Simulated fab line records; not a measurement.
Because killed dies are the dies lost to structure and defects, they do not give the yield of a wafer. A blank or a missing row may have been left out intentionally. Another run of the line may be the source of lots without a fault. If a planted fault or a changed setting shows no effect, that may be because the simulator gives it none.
fab line records :: flow sky130
record:
  lots: 5
  wafers: 15
  lastDay: 50
route steps=708 shown PAD_OPEN@702
lots that met no fault: from a run of the same line without faults
startH: the number of hours between the record's first day and the start of the first shown wafer of the lot :: waitH: time in hours since the lot's previous step :: " the same as in the row above :: L1.1+2: several wafers, shown together as one row :: - either no value or no given start :: * or withheld: withheld :: < > ~ a bound
route shown NAME@n: a module of which the file shows steps, and the number in the route of the first :: usual: mean/standard deviation of fault-free wafers :: same: alike in all rows :: chamber/n: place in a boat :: sites: per-site readings :: _std_site: the standard deviation of these :: _edge_site: outer sites' mean less inner sites' :: radiusMm: for every site, how far away it sits from the centre of the wafer :: mask NAME#n: copy n :: behind: the most recent tool/chamber to have shaped the wafer :: hold: why the lot went on hold/how many hours it stayed there/how the hold came to an end :: device: names the non-switching transistor (n, p or np) :: end of line: the same wafers' tests at the end of the route :: where a step has no rows: the recipe by itself :: killed: not the wafer's yield, but the dies lost to structure and defects at the first sort :: map: a wafer's dies, marking killed ones x, the rest . and places with no die _
set.NAME: the setting that was run; set.NAME@STEP: the one run at that earlier step :: model.NAME: the simulator's own value behind a step, which no gauge read
lots at selected steps of the route; one table per step, one row per wafer
services: the hour from which a tool's chamber was out of use, counted from the record's first day as startH (under 0 if before that day), plus the number of hours and why
== steps ==
step: SKY_PAD_OPEN_STRIP_08
recipe:
  chemistry: O2/N2
  powerW: 1400
  pressureMtorr: 1500
  platenTempC: withheld
  overashFraction: 0.7
  o2FlowSccm: 3000
  n2FlowSccm: 300
usual:
  chamberPressureMTorr: 1500.0/1.3
  drypumpMotorCurrentA: 5.7/0.49
  oesProductAu: 0.663/0.0046
lot.wafer: L081.1
tool: plasmaAsher-01
chamber: 1
startH: 1118.19
waitH: 0.1
chamberPressureMTorr: 1499.2
drypumpMotorCurrentA: 6.6
oesProductAu: 0.672
rfHoursCounterH: 5

lot.wafer: L081.3
tool: plasmaAsher-01
chamber: 0
startH: 1118.19
waitH: 0.1
chamberPressureMTorr: 1497.3
drypumpMotorCurrentA: 6.5
oesProductAu: 0.664
rfHoursCounterH: -

lot.wafer: L081.4
tool: plasmaAsher-01
chamber: 1
startH: 1118.19
waitH: 0.1
chamberPressureMTorr: 1500.9
drypumpMotorCurrentA: 6.6
oesProductAu: 0.655
rfHoursCounterH: -

lot.wafer: L083.1
tool: plasmaAsher-04
chamber: 0
startH: 1124.13
waitH: 0.1
chamberPressureMTorr: 1499.8
drypumpMotorCurrentA: 5.5
oesProductAu: 0.661
rfHoursCounterH: 94

lot.wafer: L083.4
tool: plasmaAsher-04
chamber: 1
startH: 1124.13
waitH: 0.1
chamberPressureMTorr: 1498.0
drypumpMotorCurrentA: 5.2
oesProductAu: 0.670
rfHoursCounterH: -

lot.wafer: L083.6
tool: plasmaAsher-04
chamber: 0
startH: 1124.13
waitH: 0.1
chamberPressureMTorr: 1498.4
drypumpMotorCurrentA: 5.6
oesProductAu: 0.663
rfHoursCounterH: -

lot.wafer: L087.1
tool: plasmaAsher-01
chamber: 1
startH: 1148.62
waitH: 0.1
chamberPressureMTorr: 1498.7
drypumpMotorCurrentA: 6.6
oesProductAu: 0.669
rfHoursCounterH: 8

lot.wafer: L087.4
tool: plasmaAsher-01
chamber: 1
startH: 1148.62
waitH: 0.1
chamberPressureMTorr: 1500.0
drypumpMotorCurrentA: 6.6
oesProductAu: 0.659
rfHoursCounterH: -

lot.wafer: L087.5
tool: plasmaAsher-01
chamber: 1
startH: 1148.62
waitH: 0.1
chamberPressureMTorr: 1502.2
drypumpMotorCurrentA: 6.6
oesProductAu: 0.662
rfHoursCounterH: -

lot.wafer: L090.1
tool: plasmaAsher-04
chamber: 1
startH: 1167.78
waitH: 0.1
chamberPressureMTorr: 1499.3
drypumpMotorCurrentA: 5.2
oesProductAu: 0.661
rfHoursCounterH: 98

lot.wafer: L090.2
tool: plasmaAsher-04
chamber: 0
startH: 1167.78
waitH: 0.1
chamberPressureMTorr: 1499.6
drypumpMotorCurrentA: 5.5
oesProductAu: 0.660
rfHoursCounterH: 98

lot.wafer: L090.3
tool: plasmaAsher-04
chamber: 1
startH: 1167.78
waitH: 0.1
chamberPressureMTorr: 1499.4
drypumpMotorCurrentA: 5.2
oesProductAu: 0.665
rfHoursCounterH: -

lot.wafer: L094.2
tool: plasmaAsher-02
chamber: 0
startH: 1192.87
waitH: 0.1
chamberPressureMTorr: 1498.1
drypumpMotorCurrentA: 5.3
oesProductAu: 0.667
rfHoursCounterH: 46

lot.wafer: L094.4
tool: plasmaAsher-02
chamber: 0
startH: 1192.87
waitH: 0.1
chamberPressureMTorr: 1499.5
drypumpMotorCurrentA: 5.3
oesProductAu: 0.666
rfHoursCounterH: -

lot.wafer: L094.6
tool: plasmaAsher-02
chamber: 0
startH: 1192.87
waitH: 0.1
chamberPressureMTorr: 1501.1
drypumpMotorCurrentA: 5.4
oesProductAu: 0.658
rfHoursCounterH: -
step: SKY_PAD_OPEN_STRIP_09
recipe:
  chemistry: postEtchResidueRemover
  timeS: 1200
  tempC: 72.5
lot.wafer: L081.1+3+4
tool: wetBench-01
chamber: 3
startH: 1118.29
waitH: 0.1

lot.wafer: L083.1+4+6
tool: wetBench-01
chamber: 0
startH: 1124.23
waitH: 0.1

lot.wafer: L087.1+4+5
tool: wetBench-01
chamber: 3
startH: 1148.72
waitH: 0.1

lot.wafer: L090.1+2+3
tool: wetBench-01
chamber: 2
startH: 1167.88
waitH: 0.1

lot.wafer: L094.2+4+6
tool: wetBench-02
chamber: 1
startH: 1192.97
waitH: 0.1
step: SKY_PAD_OPEN_CLEAN_10
recipe:
  chemistry: IPA
  timeS: 180
  tempC: 25
lot.wafer: L081.1+3+4
tool: wetBench-01
chamber: 3
startH: 1118.63
waitH: 0.0

lot.wafer: L083.1+4+6
tool: wetBench-03
chamber: 3
startH: 1124.57
waitH: 0.0

lot.wafer: L087.1+4+5
tool: wetBench-02
chamber: 2
startH: 1149.06
waitH: 0.0

lot.wafer: L090.1+2+3
tool: wetBench-02
chamber: 2
startH: 1168.22
waitH: 0.0

lot.wafer: L094.2+4+6
tool: wetBench-01
chamber: 2
startH: 1193.34
waitH: 0.0
step: SKY_PAD_OPEN_CLEAN_11
recipe:
  chemistry: O3/DIW
  dry: n2Spin
lot.wafer: L081.1+3+4
tool: wetBench-03
chamber: 1
startH: 1118.69
waitH: 0.0

lot.wafer: L083.1+4+6
tool: wetBench-03
chamber: 1
startH: 1124.63
waitH: 0.0

lot.wafer: L087.1+4+5
tool: wetBench-03
chamber: 1
startH: 1149.12
waitH: 0.0

lot.wafer: L090.1+2+3
tool: wetBench-01
chamber: 3
startH: 1168.28
waitH: 0.0

lot.wafer: L094.2+4+6
tool: wetBench-03
chamber: 0
startH: 1193.40
waitH: 0.0
step: SKY_PAD_OPEN_ANNEAL_12
recipe:
  tempC: 400
  timeS: withheld
  ambient: N2/H2
  idleTempC: 300
  rampUpCPerMin: 8
  rampDownCPerMin: 4
usual:
  spikeTcLowerC: 399.5/1
  zonePowerCentrePct: 4.59/0.067
lot.wafer: L081.1
tool: furnace-01
chamber: 0
startH: 1118.78
waitH: 0.0
spikeTcLowerC: 397.4
zonePowerCentrePct: 4.60

lot.wafer: L081.3
tool: furnace-01
chamber: 0
startH: 1118.78
waitH: 0.0
spikeTcLowerC: 400.1
zonePowerCentrePct: 4.61

lot.wafer: L081.4
tool: furnace-01
chamber: 0
startH: 1118.78
waitH: 0.0
spikeTcLowerC: 400.3
zonePowerCentrePct: 4.60

lot.wafer: L083.1
tool: furnace-01
chamber: 0
startH: 1124.72
waitH: 0.0
spikeTcLowerC: 399.7
zonePowerCentrePct: 4.64

lot.wafer: L083.4
tool: furnace-01
chamber: 0
startH: 1124.72
waitH: 0.0
spikeTcLowerC: 399.6
zonePowerCentrePct: 4.68

lot.wafer: L083.6
tool: furnace-01
chamber: 0
startH: 1124.72
waitH: 0.0
spikeTcLowerC: 399.9
zonePowerCentrePct: 4.59

lot.wafer: L087.1
tool: furnace-01
chamber: 0
startH: 1149.21
waitH: 0.0
spikeTcLowerC: 399.1
zonePowerCentrePct: 4.61

lot.wafer: L087.4
tool: furnace-01
chamber: 0
startH: 1149.21
waitH: 0.0
spikeTcLowerC: 398.5
zonePowerCentrePct: 4.71

lot.wafer: L087.5
tool: furnace-01
chamber: 0
startH: 1149.21
waitH: 0.0
spikeTcLowerC: 400.1
zonePowerCentrePct: 4.68

lot.wafer: L090.1
tool: furnace-01
chamber: 0
startH: 1168.37
waitH: 0.0
spikeTcLowerC: 399.2
zonePowerCentrePct: 4.68

lot.wafer: L090.2
tool: furnace-01
chamber: 0
startH: 1168.37
waitH: 0.0
spikeTcLowerC: 399.3
zonePowerCentrePct: 4.66

lot.wafer: L090.3
tool: furnace-01
chamber: 0
startH: 1168.37
waitH: 0.0
spikeTcLowerC: 397.7
zonePowerCentrePct: 4.59

lot.wafer: L094.2
tool: furnace-01
chamber: 0
startH: 1193.50
waitH: 0.0
spikeTcLowerC: 398.9
zonePowerCentrePct: 4.63

lot.wafer: L094.4
tool: furnace-01
chamber: 0
startH: 1193.50
waitH: 0.0
spikeTcLowerC: 398.4
zonePowerCentrePct: 4.65

lot.wafer: L094.6
tool: furnace-01
chamber: 0
startH: 1193.50
waitH: 0.0
spikeTcLowerC: 399.1
zonePowerCentrePct: 4.64
step: SKY_PAD_OPEN_BOW_MEAS_13
recipe:
  mode: bow
usual:
  PAD_OPEN_BOW: 46/9
lot.wafer: L081.1
tool: filmMetro-03
chamber: -
startH: 1120.28
waitH: -
PAD_OPEN_BOW[um]: 38

lot.wafer: L081.3
tool: filmMetro-03
chamber: -
startH: 1120.28
waitH: -
PAD_OPEN_BOW[um]: 32

lot.wafer: L081.4
tool: filmMetro-03
chamber: -
startH: 1120.28
waitH: -
PAD_OPEN_BOW[um]: 36

lot.wafer: L083.1
tool: filmMetro-03
chamber: -
startH: 1126.22
waitH: -
PAD_OPEN_BOW[um]: 49

lot.wafer: L083.4
tool: filmMetro-03
chamber: -
startH: 1126.22
waitH: -
PAD_OPEN_BOW[um]: 46

lot.wafer: L083.6
tool: filmMetro-03
chamber: -
startH: 1126.22
waitH: -
PAD_OPEN_BOW[um]: 47

lot.wafer: L087.1
tool: filmMetro-03
chamber: -
startH: 1150.71
waitH: -
PAD_OPEN_BOW[um]: 46

lot.wafer: L087.4
tool: filmMetro-03
chamber: -
startH: 1150.71
waitH: -
PAD_OPEN_BOW[um]: 51

lot.wafer: L087.5
tool: filmMetro-03
chamber: -
startH: 1150.71
waitH: -
PAD_OPEN_BOW[um]: 39

lot.wafer: L090.1
tool: filmMetro-03
chamber: -
startH: 1169.87
waitH: -
PAD_OPEN_BOW[um]: 46

lot.wafer: L090.2
tool: filmMetro-03
chamber: -
startH: 1169.87
waitH: -
PAD_OPEN_BOW[um]: 43

lot.wafer: L090.3
tool: filmMetro-03
chamber: -
startH: 1169.87
waitH: -
PAD_OPEN_BOW[um]: 47

lot.wafer: L094.2
tool: filmMetro-03
chamber: -
startH: 1195.02
waitH: -
PAD_OPEN_BOW[um]: 47

lot.wafer: L094.4
tool: filmMetro-03
chamber: -
startH: 1195.02
waitH: -
PAD_OPEN_BOW[um]: 48

lot.wafer: L094.6
tool: filmMetro-03
chamber: -
startH: 1195.02
waitH: -
PAD_OPEN_BOW[um]: 45
== services ==
tool: furnace-01
chamber: -
startH: 1099.56
hours: 3.5
kind: repair

tool: plasmaAsher-04
chamber: -
startH: 1104.64
hours: 3.3
kind: repair

tool: plasmaAsher-02
chamber: -
startH: 1110.92
hours: 3.7
kind: repair

tool: furnace-01
chamber: -
startH: 1176.71
hours: 3.6
kind: pm
== key ==
fault none
